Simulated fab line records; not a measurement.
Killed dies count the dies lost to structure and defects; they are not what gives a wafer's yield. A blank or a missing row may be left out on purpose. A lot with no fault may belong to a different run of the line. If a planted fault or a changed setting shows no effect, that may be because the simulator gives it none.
fab line records ; flow sfq_line
record: lots: 6; wafers: 18; last_day: 91
route steps=325 shown I3@133
lots that met no fault: taken from a fault-free run of the same line
start_h: hours from the record's opening day to when the first of the lot's shown wafers began ; wait_h: hours since the lot's step before ; " same as the row above ; L1.1+2: several wafers, shown together as one row ; - no value, or no start given ; * or withheld: withheld ; < > ~ a bound
route shown NAME@n: NAME is a module with steps in the file, n the number in the route of the first one ; usual: mean/standard deviation of fault-free wafers ; same: alike in all rows ; chamber/n: place in a boat ; sites: readings site by site ; _std_site: how widely they spread, as a standard deviation ; _edge_site: the outer-site mean with the inner-site mean subtracted ; radius_mm: how far each site lies from the wafer's centre ; mask NAME#n: copy n ; behind: tool/chamber where the wafer was last shaped ; hold: what put the lot on hold/how long, in hours/how the hold closed ; device: the transistor (n, p or np) that didn't switch ; end of line: tests run on the same wafers once the route is complete ; step lacking rows: just its recipe ; killed: the dies lost at the first sort to structure and to defects; this is not the yield of the wafer ; map: shows each die of a wafer: x if killed, . if not, _ if none is there
set.NAME: the setting that was run; set.NAME@STEP: the one run at that earlier step ; model.NAME: the simulator's own value behind a step, which no gauge read
a table for each step, a row for each wafer; lots at some steps of the route
services: when a tool's chamber went out of use (start_h, in hours from the record's first day, below 0 if earlier), for how many hours, and the reason
== steps ==
step: SFQ_TRILAYER_I3_DEP_PECVD_081
recipe: material: SiO2; temp_c: 150; time_s: 111.11; pressure_torr: 2.4; rf_w: 183.3; precursor: SiH4/N2O; target_thk_nm: 500
usual: heater_power_w: 76/14; throttle_valve_pct: 24.9/0.75
lot.wafer;tool;chamber;start_h;wait_h;heater_power_w;throttle_valve_pct
L281.2;pecvd-02;0;916.56;0.0;79;24.0
L281.5;pecvd-02;2;916.56;0.0;82;24.2
L281.6;pecvd-02;0;916.56;0.0;64;24.2
L284.1;pecvd-02;2;956.32;0.0;85;24.3
L284.2;pecvd-02;0;956.32;0.0;63;24.1
L284.5;pecvd-02;2;956.32;0.0;67;24.3
L294.1;pecvd-04;2;1091.40;0.0;85;24.9
L294.3;pecvd-04;1;1091.40;0.0;79;25.2
L294.6;pecvd-04;1;1091.40;0.0;80;25.5
L296.2;pecvd-04;0;1101.01;0.0;53;25.3
L296.3;pecvd-04;2;1101.01;0.0;96;25.3
L296.4;pecvd-04;1;1101.01;0.0;70;25.6
L297.3;pecvd-01;0;1234.63;0.0;97;24.6
L297.4;pecvd-01;1;1234.63;0.0;78;26.8
L297.5;pecvd-01;2;1234.63;0.0;75;25.8
L299.2;pecvd-02;1;1244.23;0.0;54;24.5
L299.4;pecvd-02;0;1244.23;0.0;75;24.9
L299.6;pecvd-02;2;1244.23;0.0;79;25.0
step: SFQ_TRILAYER_I3_CMP_CMP_082
recipe: material: SiO2; down_force_psi: 3; platen_rpm: 60; pad_velocity_m_s: 0.94248
usual: motor_current_A: 10.0/1.3; time_to_endpoint_s: 216/5.6
lot.wafer;tool;chamber;start_h;wait_h;motor_current_A;time_to_endpoint_s
L281.2;cmp-02;3;938.64;22.0;8.5;214
L281.6;cmp-02;3;940.64;24.0;8.9;216
L281.5;cmp-02;0;940.64;24.0;10.1;221
L284.1;cmp-01;0;975.89;19.5;8.2;215
L284.2;cmp-01;1;975.89;19.5;9.3;223
L284.5;cmp-01;1;978.39;22.0;9.0;217
L294.1;cmp-01;1;1092.66;1.2;9.5;218
L294.3;cmp-01;2;1092.66;1.2;12.5;219
L294.6;cmp-01;1;1094.66;3.1;9.7;218
L296.3;cmp-02;1;1101.09;0.0;10.6;219
L296.2;cmp-02;2;1101.09;0.0;12.4;214
L296.4;cmp-02;0;1102.59;1.5;10.4;215
L297.4;cmp-01;1;1235.80;1.1;9.9;217
L297.3;cmp-01;3;1236.80;2.1;8.6;214
L297.5;cmp-01;1;1237.80;3.1;9.4;208
L299.2;cmp-02;1;1249.17;4.9;10.3;220
L299.4;cmp-02;0;1250.67;6.4;10.9;220
L299.6;cmp-02;1;1250.67;6.4;10.4;225
step: SFQ_I3_BOW_MEAS_922
recipe: mode: bow
usual: I3_BOW: 3/9.2
lot.wafer;tool;chamber;start_h;wait_h;I3_BOW[um]
L281.2;film_metro-02;-;941.66;2.5;-4
L281.5;film_metro-02;-;941.66;2.5;-3
L281.6;film_metro-02;-;941.66;2.5;4
L284.1;film_metro-02;-;978.89;2.5;-1
L284.2;film_metro-02;-;978.89;2.5;2
L284.5;film_metro-02;-;978.89;2.5;-1
L294.1;film_metro-04;-;1095.16;2.0;7
L294.3;film_metro-04;-;1095.16;2.0;0
L294.6;film_metro-04;-;1095.16;2.0;-12
L296.2;film_metro-02;-;1104.11;2.0;7
L296.3;film_metro-02;-;1104.11;2.0;-9
L296.4;film_metro-02;-;1104.11;2.0;0
L297.3;film_metro-01;-;1238.34;1.0;4
L297.4;film_metro-01;-;1238.34;1.0;8
L297.5;film_metro-01;-;1238.34;1.0;10
L299.2;film_metro-02;-;1252.19;2.5;-9
L299.4;film_metro-02;-;1252.19;2.5;-6
L299.6;film_metro-02;-;1252.19;2.5;-11
step: SFQ_TRILAYER_I3_METRO_MEASURE_083
usual: thk_nm: 200.4/0.88
lot.wafer;tool;chamber;start_h;wait_h;thk_nm
L281.2;film_metro-02;-;941.96;0.3;199.4
L281.5;film_metro-02;-;941.96;0.3;200.1
L281.6;film_metro-02;-;941.96;0.3;200.5
L284.1;film_metro-02;-;979.01;0.1;200.8
L284.2;film_metro-02;-;979.01;0.1;201.0
L284.5;film_metro-02;-;979.01;0.1;201.3
L294.1;film_metro-04;-;1095.28;0.1;201.2
L294.3;film_metro-04;-;1095.28;0.1;200.1
L294.6;film_metro-04;-;1095.28;0.1;200.3
L296.2;film_metro-02;-;1104.41;0.3;201.5
L296.3;film_metro-02;-;1104.41;0.3;199.6
L296.4;film_metro-02;-;1104.41;0.3;200.2
L297.3;film_metro-01;-;1238.82;0.5;201.5
L297.4;film_metro-01;-;1238.82;0.5;201.4
L297.5;film_metro-01;-;1238.82;0.5;199.8
L299.2;film_metro-02;-;1252.49;0.3;200.9
L299.4;film_metro-02;-;1252.49;0.3;202.2
L299.6;film_metro-02;-;1252.49;0.3;200.8
step: SFQ_TRILAYER_I3_VIA_LITHO_COAT_090
recipe: resist: BARC; spin_rpm: 3000; resist_thk_nm: 62
step: SFQ_TRILAYER_I3_VIA_LITHO_COAT_085
recipe: resist: KrF; spin_rpm: 3000; resist_thk_nm: 650
step: SFQ_TRILAYER_I3_VIA_LITHO_SOFTBAKE_089
recipe: temp_c: withheld; time_s: withheld; resist: KrF
step: SFQ_TRILAYER_I3_VIA_LITHO_EXPOSE_086
recipe: mask_id: I3; na: 0.6; source_shape: conventional; sigma_outer: 0.65; target_cd_nm: 500; dose_mj: 21.3
step: SFQ_TRILAYER_I3_VIA_LITHO_PEB_088
recipe: peb_temp_c: 115; peb_time_s: 60; resist: KrF
step: SFQ_TRILAYER_I3_VIA_LITHO_DEVELOP_087
recipe: time_s: 60; resist: KrF
step: SFQ_I3_OVL_MEAS_923
usual: I3_OVL: 0/6
lot.wafer;tool;chamber;start_h;wait_h;I3_OVL[nm]
L281.2;overlay-02;-;1072.49;0.1;-2
L281.5;overlay-02;-;1072.49;0.1;-1
L281.6;overlay-02;-;1072.49;0.1;2
L284.1;overlay-02;-;1114.61;0.1;0
L284.2;overlay-02;-;1114.61;0.1;-1
L284.5;overlay-02;-;1114.61;0.1;3
L294.1;overlay-02;-;1227.63;0.1;-8
L294.3;overlay-02;-;1227.63;0.1;-10
L294.6;overlay-02;-;1227.63;0.1;-4
L296.2;overlay-01;-;1231.21;0.1;6
L296.3;overlay-01;-;1231.21;0.1;6
L296.4;overlay-01;-;1231.21;0.1;12
L297.3;overlay-02;-;1241.89;0.1;6
L297.4;overlay-02;-;1241.89;0.1;5
L297.5;overlay-02;-;1241.89;0.1;6
L299.2;overlay-01;-;1255.75;0.1;-3
L299.4;overlay-01;-;1255.75;0.1;1
L299.6;overlay-01;-;1255.75;0.1;0
step: SFQ_TRILAYER_I3_VIA_BARC_OPEN_VIA_ETCH_121
recipe: mask_material: PR; chemistry: O2; target_depth_nm: 125; target: BARC; source_w: 482.5; bias_w: 80; pressure_mtorr: 30; time_s: 41.7
usual: bias_w: 79.99/0.24; drypump_motor_current_A: 5.6/0.42; oes_product_au: 0.685/0.0049
lot.wafer;tool;chamber;start_h;wait_h;bias_w;drypump_motor_current_A;oes_product_au;rf_hours_counter_h
L281.2;rie_diel-01;3;1072.52;0.0;80.65;5.9;0.683;17
L281.5;rie_diel-01;3;1072.52;0.0;80.29;5.9;0.682;-
L281.6;rie_diel-01;0;1072.52;0.0;80.00;5.4;0.684;-
L284.1;rie_diel-01;1;1114.65;0.0;80.06;5.8;0.686;18
L284.2;rie_diel-01;2;1114.65;0.0;80.07;6.2;0.687;8
L284.5;rie_diel-01;1;1114.65;0.0;79.99;5.8;0.684;-
L294.1;rie_diel-01;1;1227.67;0.0;80.25;5.8;0.675;1
L294.3;rie_diel-01;0;1227.67;0.0;80.21;5.4;0.684;0
L294.6;rie_diel-01;2;1227.67;0.0;79.90;6.3;0.684;-
L296.2;rie_diel-01;0;1231.24;0.0;79.82;5.4;0.685;0
L296.3;rie_diel-01;1;1231.24;0.0;79.94;5.8;0.682;1
L296.4;rie_diel-01;3;1231.24;0.0;79.52;5.9;0.685;1
L297.3;rie_diel-02;0;1241.91;0.0;80.18;5.1;0.685;9
L297.4;rie_diel-02;2;1241.91;0.0;80.41;6.1;0.676;12
L297.5;rie_diel-02;0;1241.91;0.0;79.92;5.1;0.686;-
L299.2;rie_diel-04;1;1255.78;0.0;80.34;6.0;0.682;11
L299.4;rie_diel-04;3;1255.78;0.0;80.03;5.7;0.689;10
L299.6;rie_diel-04;2;1255.78;0.0;79.83;5.0;0.683;-
step: SFQ_TRILAYER_I3_VIA_ETCH_VIA_ETCH_088
recipe: target: SiO2; stop_on: Nb; mask_material: PR; taper_deg: 20; chemistry: CHF3; target_depth_nm: 260; source_w: 500; bias_w: 80; pressure_mtorr: 30; time_s: withheld
usual: bias_w: 80.03/0.24; drypump_motor_current_A: 5.6/0.43; oes_product_au: 0.856/0.005
lot.wafer;tool;chamber;start_h;wait_h;bias_w;drypump_motor_current_A;oes_product_au
L281.2;rie_diel-01;3;1072.56;0.0;79.80;5.9;0.856
L281.5;rie_diel-01;3;1072.56;0.0;79.86;5.9;0.851
L281.6;rie_diel-01;0;1072.56;0.0;79.92;5.4;0.852
L284.1;rie_diel-01;1;1114.69;0.0;79.87;5.8;0.859
L284.2;rie_diel-01;2;1114.69;0.0;80.11;6.3;0.854
L284.5;rie_diel-01;1;1114.69;0.0;79.52;5.8;0.861
L294.1;rie_diel-01;1;1227.71;0.0;80.30;5.8;0.860
L294.3;rie_diel-01;0;1227.71;0.0;85.30;5.4;0.853
L294.6;rie_diel-01;2;1227.71;0.0;80.02;6.2;0.860
L296.2;rie_diel-01;0;1231.28;0.0;85.78;5.4;0.857
L296.3;rie_diel-01;1;1231.28;0.0;80.26;5.8;0.853
L296.4;rie_diel-01;3;1231.28;0.0;79.85;5.9;0.859
L297.3;rie_diel-02;0;1241.95;0.0;80.15;5.1;0.848
L297.4;rie_diel-02;2;1241.95;0.0;79.65;6.1;0.858
L297.5;rie_diel-02;0;1241.95;0.0;80.03;5.1;0.850
L299.2;rie_diel-04;1;1255.82;0.0;80.24;6.0;0.862
L299.4;rie_diel-04;3;1255.82;0.0;80.25;5.7;0.851
L299.6;rie_diel-04;2;1255.82;0.0;80.08;5.0;0.857
step: SFQ_TRILAYER_I3_VIA_STRIP_STRIP_089
recipe: gas: O2; power_w: 200; platen_temp_c: 40; overash_fraction: 0.65; chemistry: O2; pressure_mtorr: 50
usual: drypump_motor_current_A: 6.02/0.29; he_backside_leak_sccm: 3.5/0.32; oes_product_au: 0.998/0.0078
lot.wafer;tool;chamber;start_h;wait_h;drypump_motor_current_A;he_backside_leak_sccm;oes_product_au;rf_hours_counter_h
L281.2;rie_metal-01;1;1072.67;-;5.92;3.5;0.999;42
L281.5;rie_metal-01;0;1072.67;-;6.45;3.6;1.003;-
L281.6;rie_metal-01;1;1072.67;-;5.91;3.4;0.998;-
L284.1;rie_metal-03;0;1114.80;-;6.11;3.6;0.992;40
L284.2;rie_metal-03;1;1114.80;-;6.00;3.4;0.994;120
L284.5;rie_metal-03;1;1114.80;-;5.99;3.5;0.993;-
L294.1;rie_metal-03;1;1227.82;-;6.00;3.3;0.992;1
L294.3;rie_metal-03;0;1227.82;-;6.07;3.7;0.998;-
L294.6;rie_metal-03;1;1227.82;-;6.01;4.9;0.998;-
L296.2;rie_metal-02;0;1231.39;-;6.31;3.3;1.002;107
L296.3;rie_metal-02;0;1231.39;-;6.31;3.3;0.992;-
L296.4;rie_metal-02;1;1231.39;-;5.42;3.5;1.006;-
L297.3;rie_metal-03;0;1242.26;-;6.09;3.6;1.004;-
L297.4;rie_metal-03;1;1242.26;-;5.99;3.3;0.996;-
L297.5;rie_metal-03;0;1242.26;-;6.12;3.6;0.997;-
L299.2;rie_metal-02;0;1255.93;-;6.32;3.4;0.983;109
L299.4;rie_metal-02;0;1255.93;-;6.33;3.4;0.991;-
L299.6;rie_metal-02;0;1255.93;-;6.29;3.3;0.979;-
== services ==
tool;chamber;start_h;hours;kind
rie_diel-01;2;893.54;3.5;repair
film_metro-02;-;897.93;3.2;pm
cmp-01;-;905.13;0.6;repair
rie_metal-03;0;905.28;3.3;repair
cmp-01;-;914.68;4.0;pm
cmp-01;-;917.96;2.2;repair
film_metro-02;-;925.74;0.7;pm
rie_metal-03;-;932.83;0.8;repair
cmp-01;-;949.58;1.2;repair
film_metro-02;-;951.11;0.9;pm
cmp-02;-;972.56;9.2;pm
cmp-02;-;982.02;1.6;repair
rie_metal-03;1;1005.37;17.1;repair
cmp-01;-;1028.03;4.2;repair
film_metro-02;-;1028.93;0.6;pm
film_metro-02;-;1034.38;10.5;pm
cmp-01;-;1050.76;0.6;repair
cmp-01;-;1059.21;4.4;pm
cmp-02;-;1089.76;4.0;pm
pecvd-02;1;1095.37;4.4;repair
cmp-02;-;1107.39;6.1;pm
film_metro-02;-;1170.74;1.9;pm
film_metro-02;-;1196.11;1.3;pm
rie_diel-01;3;1244.99;4.2;repair
== key ==
first_sign: step: SFQ_TRILAYER_I3_VIA_ETCH_VIA_ETCH_088; reading: bias_w; direction: up; sigmas: 23; usual: 80.03; struck: 85.54
effect none on later readings
met_at SFQ_TRILAYER_I3_VIA_ETCH_VIA_ETCH_088
struck_wafers L294.3,L296.2
onset_between 1072.56 1227.71
fault: kind: process_parameter_drift; tool: rie_diel-01; chamber: 0; onset_h: 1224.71; steps: SFQ_TRILAYER_I3_VIA_ETCH_VIA_ETCH_088; channel: bias_w; offset: 5.608; shape: step; end_h: 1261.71; acts_in: these_recipes_only; stated: 80
